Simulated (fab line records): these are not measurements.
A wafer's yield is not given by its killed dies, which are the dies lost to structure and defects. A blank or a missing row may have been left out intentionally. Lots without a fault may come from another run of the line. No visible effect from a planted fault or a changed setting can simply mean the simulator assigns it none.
Which tool was responsible? || flow sky130 || Sampling: 15 lots, 45 wafers, 4 of 708 route steps

== WHAT EACH GAUGE READ, for each wafer ==
SKY_SD_N_RS_MEAS_16: measures by four-point-probe.
{"lot": "L287", "measured": "day 27 18:50", "on": "film-metro-04", "SD_N_RS (ohm/sq)": "68.73 68.56 68.58"}
{"lot": "L288", "measured": "day 28 06:49", "on": "film-metro-03", "SD_N_RS (ohm/sq)": "68.66 68.65 68.47"}
{"lot": "L289", "measured": "day 28 10:52", "on": "film-metro-04", "SD_N_RS (ohm/sq)": "68.66 68.62 68.50"}
{"lot": "L290", "measured": "day 28 20:22", "on": "film-metro-03", "SD_N_RS (ohm/sq)": "68.67 68.55 68.62"}
{"lot": "L291", "measured": "day 29 05:15", "on": "film-metro-03", "SD_N_RS (ohm/sq)": "68.54 68.51 68.57"}
{"lot": "L292", "measured": "day 29 07:44", "on": "film-metro-04", "SD_N_RS (ohm/sq)": "68.48 68.61 68.61"}
{"lot": "L293", "measured": "day 29 21:41", "on": "film-metro-04", "SD_N_RS (ohm/sq)": "68.39 68.47 68.59"}
{"lot": "L294", "measured": "day 30 10:45", "on": "film-metro-01", "SD_N_RS (ohm/sq)": "68.54 68.60 68.46"}
{"lot": "L296", "measured": "day 31 07:53", "on": "film-metro-03", "SD_N_RS (ohm/sq)": "68.77 68.61 68.72"}
{"lot": "L298", "measured": "day 31 23:07", "on": "film-metro-03", "SD_N_RS (ohm/sq)": "68.71 68.54 68.68"}
{"lot": "L301", "measured": "day 32 11:33", "on": "film-metro-04", "SD_N_RS (ohm/sq)": "68.47 68.49 68.38"}
{"lot": "L302", "measured": "day 33 05:38", "on": "film-metro-01", "SD_N_RS (ohm/sq)": "68.49 68.60 68.57"}
{"lot": "L303", "measured": "day 33 11:54", "on": "film-metro-04", "SD_N_RS (ohm/sq)": "68.44 68.39 68.38"}
{"lot": "L305", "measured": "day 33 22:19", "on": "film-metro-01", "SD_N_RS (ohm/sq)": "68.61 68.52 68.65"}
{"lot": "L310", "measured": "day 35 04:56", "on": "film-metro-01", "SD_N_RS (ohm/sq)": "68.73 68.69 68.73"}

SKY_LOCAL_INTERCONNECT_OVL_MEAS_12.
{"lot": "L287", "measured": "day 30 06:13", "on": "overlay-01", "LOCAL_INTERCONNECT_OVL (nm)": "9 2 1"}
{"lot": "L288", "measured": "day 30 17:19", "on": "overlay-01", "LOCAL_INTERCONNECT_OVL (nm)": "0 9 11"}
{"lot": "L289", "measured": "day 30 21:19", "on": "overlay-02", "LOCAL_INTERCONNECT_OVL (nm)": "-1 -1 2"}
{"lot": "L290", "measured": "day 31 06:47", "on": "overlay-02", "LOCAL_INTERCONNECT_OVL (nm)": "2 0 3"}
{"lot": "L291", "measured": "day 31 14:46", "on": "overlay-01", "LOCAL_INTERCONNECT_OVL (nm)": "3 2 4"}
{"lot": "L292", "measured": "day 31 16:34", "on": "overlay-02", "LOCAL_INTERCONNECT_OVL (nm)": "6 7 8"}
{"lot": "L293", "measured": "day 32 05:55", "on": "overlay-01", "LOCAL_INTERCONNECT_OVL (nm)": "-7 -5 -1"}
{"lot": "L294", "measured": "day 32 19:00", "on": "overlay-01", "LOCAL_INTERCONNECT_OVL (nm)": "5 8 3"}
{"lot": "L296", "measured": "day 33 16:01", "on": "overlay-01", "LOCAL_INTERCONNECT_OVL (nm)": "9 6 8"}
{"lot": "L298", "measured": "day 34 07:11", "on": "overlay-02", "LOCAL_INTERCONNECT_OVL (nm)": "4 4 2"}
{"lot": "L301", "measured": "day 34 19:45", "on": "overlay-01", "LOCAL_INTERCONNECT_OVL (nm)": "-1 0 -1"}
{"lot": "L302", "measured": "day 35 12:02", "on": "overlay-02", "LOCAL_INTERCONNECT_OVL (nm)": "7 -3 -3"}
{"lot": "L303", "measured": "day 35 18:53", "on": "overlay-01", "LOCAL_INTERCONNECT_OVL (nm)": "7 6 4"}
{"lot": "L305", "measured": "day 36 05:10", "on": "overlay-01", "LOCAL_INTERCONNECT_OVL (nm)": "7 1 7"}
{"lot": "L310", "measured": "day 37 11:52", "on": "overlay-02", "LOCAL_INTERCONNECT_OVL (nm)": "4 21 14"}

SKY_METAL1_OVL_MEAS_16.
{"lot": "L287", "measured": "day 32 15:34", "on": "overlay-02", "METAL1_OVL (nm)": "3 1 1"}
{"lot": "L288", "measured": "day 33 01:52", "on": "overlay-02", "METAL1_OVL (nm)": "7 1 -2"}
{"lot": "L289", "measured": "day 33 06:17", "on": "overlay-02", "METAL1_OVL (nm)": "0 7 1"}
{"lot": "L290", "measured": "day 33 15:38", "on": "overlay-01", "METAL1_OVL (nm)": "0 2 -1"}
{"lot": "L291", "measured": "day 34 00:04", "on": "overlay-02", "METAL1_OVL (nm)": "11 0 4"}
{"lot": "L292", "measured": "day 34 01:58", "on": "overlay-02", "METAL1_OVL (nm)": "6 1 1"}
{"lot": "L293", "measured": "day 34 14:01", "on": "overlay-01", "METAL1_OVL (nm)": "2 3 6"}
{"lot": "L294", "measured": "day 35 03:55", "on": "overlay-02", "METAL1_OVL (nm)": "9 -2 4"}
{"lot": "L296", "measured": "day 35 23:52", "on": "overlay-01", "METAL1_OVL (nm)": "4 -6 1"}
{"lot": "L298", "measured": "day 36 15:25", "on": "overlay-01", "METAL1_OVL (nm)": "-3 0 5"}
{"lot": "L301", "measured": "day 37 02:40", "on": "overlay-02", "METAL1_OVL (nm)": "8 10 7"}
{"lot": "L302", "measured": "day 37 19:47", "on": "overlay-01", "METAL1_OVL (nm)": "1 -1 -4"}
{"lot": "L303", "measured": "day 38 01:01", "on": "overlay-02", "METAL1_OVL (nm)": "3 -7 6"}
{"lot": "L305", "measured": "day 38 12:40", "on": "overlay-02", "METAL1_OVL (nm)": "-2 3 -6"}
{"lot": "L310", "measured": "day 39 17:04", "on": "overlay-01", "METAL1_OVL (nm)": "-4 1 -4"}

== TOOL THAT RAN EACH LOT (tool first, then ch and the chambers of the sampled wafers, then the start) ==
{"lot": "L287", "SKY_RES_PROTECT_PEB_05": "litho-track-04 ch 0, day 14 23:46"}
{"lot": "L288", "SKY_RES_PROTECT_PEB_05": "litho-track-01 ch 0, day 15 10:13"}
{"lot": "L289", "SKY_RES_PROTECT_PEB_05": "litho-track-01 ch 0, day 15 14:16"}
{"lot": "L290", "SKY_RES_PROTECT_PEB_05": "litho-track-01 ch 0, day 15 23:13"}
{"lot": "L291", "SKY_RES_PROTECT_PEB_05": "litho-track-04 ch 0, day 16 06:38"}
{"lot": "L292", "SKY_RES_PROTECT_PEB_05": "litho-track-04 ch 0, day 16 14:50"}
{"lot": "L293", "SKY_RES_PROTECT_PEB_05": "litho-track-01 ch 0, day 17 01:28"}
{"lot": "L294", "SKY_RES_PROTECT_PEB_05": "litho-track-01 ch 0, day 17 18:48"}
{"lot": "L296", "SKY_RES_PROTECT_PEB_05": "litho-track-01 ch 0, day 18 13:48"}
{"lot": "L298", "SKY_RES_PROTECT_PEB_05": "litho-track-04 ch 0, day 19 09:53"}
{"lot": "L301", "SKY_RES_PROTECT_PEB_05": "litho-track-04, day 20 00:38"}
{"lot": "L302", "SKY_RES_PROTECT_PEB_05": "litho-track-01, day 20 21:28"}
{"lot": "L303", "SKY_RES_PROTECT_PEB_05": "litho-track-04, day 21 05:20"}
{"lot": "L305", "SKY_RES_PROTECT_PEB_05": "litho-track-01 ch 0, day 21 17:22"}
{"lot": "L310", "SKY_RES_PROTECT_PEB_05": "litho-track-01 ch 0, day 23 05:07"}
- SKY_RES_PROTECT_PEB_05

== WHAT THE TOOLS THEMSELVES READ (means of the sampled wafers that have a number; where no wafer has one, the mark that the record gives instead) ==
SKY_RES_PROTECT_PEB_05.
{"lot": "L287", "tool": "litho-track-04", "exhaust-pa (Pa)": 44.0}
{"lot": "L288", "tool": "litho-track-01", "exhaust-pa (Pa)": 45.2}
{"lot": "L289", "tool": "litho-track-01", "exhaust-pa (Pa)": 43.4}
{"lot": "L290", "tool": "litho-track-01", "exhaust-pa (Pa)": 44.9}
{"lot": "L291", "tool": "litho-track-04", "exhaust-pa (Pa)": 45.2}
{"lot": "L292", "tool": "litho-track-04", "exhaust-pa (Pa)": 44.9}
{"lot": "L293", "tool": "litho-track-01", "exhaust-pa (Pa)": 43.9}
{"lot": "L294", "tool": "litho-track-01", "exhaust-pa (Pa)": 44.4}
{"lot": "L296", "tool": "litho-track-01", "exhaust-pa (Pa)": 44.6}
{"lot": "L298", "tool": "litho-track-04", "exhaust-pa (Pa)": 44.3}
{"lot": "L301", "tool": "litho-track-04", "exhaust-pa (Pa)": "-"}
{"lot": "L302", "tool": "litho-track-01", "exhaust-pa (Pa)": "-"}
{"lot": "L303", "tool": "litho-track-04", "exhaust-pa (Pa)": "-"}
{"lot": "L305", "tool": "litho-track-01", "exhaust-pa (Pa)": 45.4}
{"lot": "L310", "tool": "litho-track-01", "exhaust-pa (Pa)": 44.8}

== THE ANSWER, worked out from the rows above alone ==
Rule: the usual values come from the lots themselves. The widest of any qualifying gaps counts: lots, ordered by their means at a reading, are off when they make up no more than a third of the lots, leave a main group of 4 or more, and stand apart from it by 3 or more times the standard deviation of that group's means. Not used: any main group whose means are identical at the precision the tables above print for the reading. A lot without any number at a reading at which 4 lots or more have one is off too. The other lots that the step has rows for count as sound. The gauges are gone through in route order, then the tools' own readings, and for those a lot's mean is taken as printed above. At the first step where some lot is off, the reading lying furthest off is the one used; lots without a number count as furthest.
Off, at SKY_RES_PROTECT_PEB_05 on exhaust-pa: L301, L302, L303. Without a number there: L301, L302, L303. For the main group the mean is 44.6 Pa and the standard deviation 0.58.
A tool fits if, at that step or a process step before it, it ran every lot that is off, and no sound lot after the first of them. No candidate that was tried fits.

== WHAT THE SIMULATOR PUT IN ==
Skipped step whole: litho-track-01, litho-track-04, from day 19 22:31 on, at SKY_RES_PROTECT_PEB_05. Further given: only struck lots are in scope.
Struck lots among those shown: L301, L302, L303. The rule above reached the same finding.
